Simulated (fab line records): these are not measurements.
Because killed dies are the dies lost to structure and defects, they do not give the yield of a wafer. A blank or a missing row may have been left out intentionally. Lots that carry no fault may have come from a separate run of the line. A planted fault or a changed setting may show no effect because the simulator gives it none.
Code-filled problem report in 8D (eight disciplines) form + flow sky130 + the parts of the form that need people (team, actions taken, sign-off) are left out

## 1. WHAT WENT WRONG
Wafers without a fault read 0.940 a.u., standard deviation 0.0051; oes product au at SKY_VIA2_ETCH_15 reads a mean of 0.884 a.u. on 6 wafers belonging to 2 lots. That puts it -11 standard deviations away from the usual mean.
The step: etches SiO2 in C4F8/O2/Ar, stops on TiN, target depth 546 nm, time 84 s.
First observed at day 40 10:13: wafer L342.3, on rie diel-04. The record has a number at this step for 39 wafers belonging to 13 lots. Rule for "out", or "out of limits": more than 4 standard deviations from the usual mean. All remaining wafers that have a number are taken as sound.

## 2. WHAT IT IS, WHAT IT ISN'T
| question                    | is                       | is not                                                                                 |
|-----------------------------|--------------------------|----------------------------------------------------------------------------------------|
| which readings at this step | oes product au           | -                                                                                      |
| which lots                  | L342, L345               | L330, L333, L334, L335, L337, L338, L341, L344, L351, L352, L353                       |
| which wafers of those lots  | all that have a number   | -                                                                                      |
| read on which tools         | rie diel-01, rie diel-04 | rie diel-02                                                                            |
| when                        | from day 40 10:13        | up to then (21 sound wafers); but 12 sound wafers of L344, L351, L352, L353 came after |

## 3. THE SUSPECTS, EACH WITH WHAT RULES IT OUT
Counting: any tool at a process step up to the reading is kept as a suspect provided that every lot that is out went through it and no sound lot did after the first of them.
- cmp-02 at SKY_VIA2_CMP_02 (polishes SiO2): kept. All lots that are out passed through it, beginning with L342 at day 39 09:31, and no sound lot followed; its final sound lot before that point was L341 at day 39 01:38.
The count leaves cmp-02 at SKY_VIA2_CMP_02.

## 4. THE CAUSE (what the simulator had put in)
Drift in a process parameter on cmp-02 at SKY_VIA2_CMP_02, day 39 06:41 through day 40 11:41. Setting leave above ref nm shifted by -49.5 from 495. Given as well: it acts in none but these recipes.
This tool alone remained once counting was done.

## 5. SEQUENCE OF EFFECTS, ordered by route
One row per reading whose mean, taken over the struck wafers that have a number, lies over 3 standard deviations from the usual. Scope: only readings with a usual standard deviation given in the record; hours: median across lots of the time from each lot's start at the first step in this table that gives one to its start at this step; sigmas: change in usual standard deviations.
| hours | step             | reading        | usual      | on struck wafers | change | sigmas |
|-------|------------------|----------------|------------|------------------|--------|--------|
| 0     | SKY_VIA2_ETCH_15 | oes product au | 0.940 a.u. | 0.884            | -0.056 | -11    |
Here are the process steps it includes:
- SKY_VIA2_ETCH_15: etches SiO2 in C4F8/O2/Ar, stops on TiN, target depth 546 nm, time 84 s.

## 6. WHAT WOULD HAVE CAUGHT IT SOONER
28 hours passed between the start of the fault at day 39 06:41 and the first reading out of limits in this record, taken at day 40 10:13.
An alarm limit of 4 standard deviations would not have fired on the tool readings at SKY_VIA2_CMP_02 for which the record gives a usual standard deviation, since none of them was out on any struck wafer.
By day 40 10:13, every lot that is out (2) had started SKY_VIA2_CMP_02 on cmp-02. Holding the tool at that point would not have protected any of them.
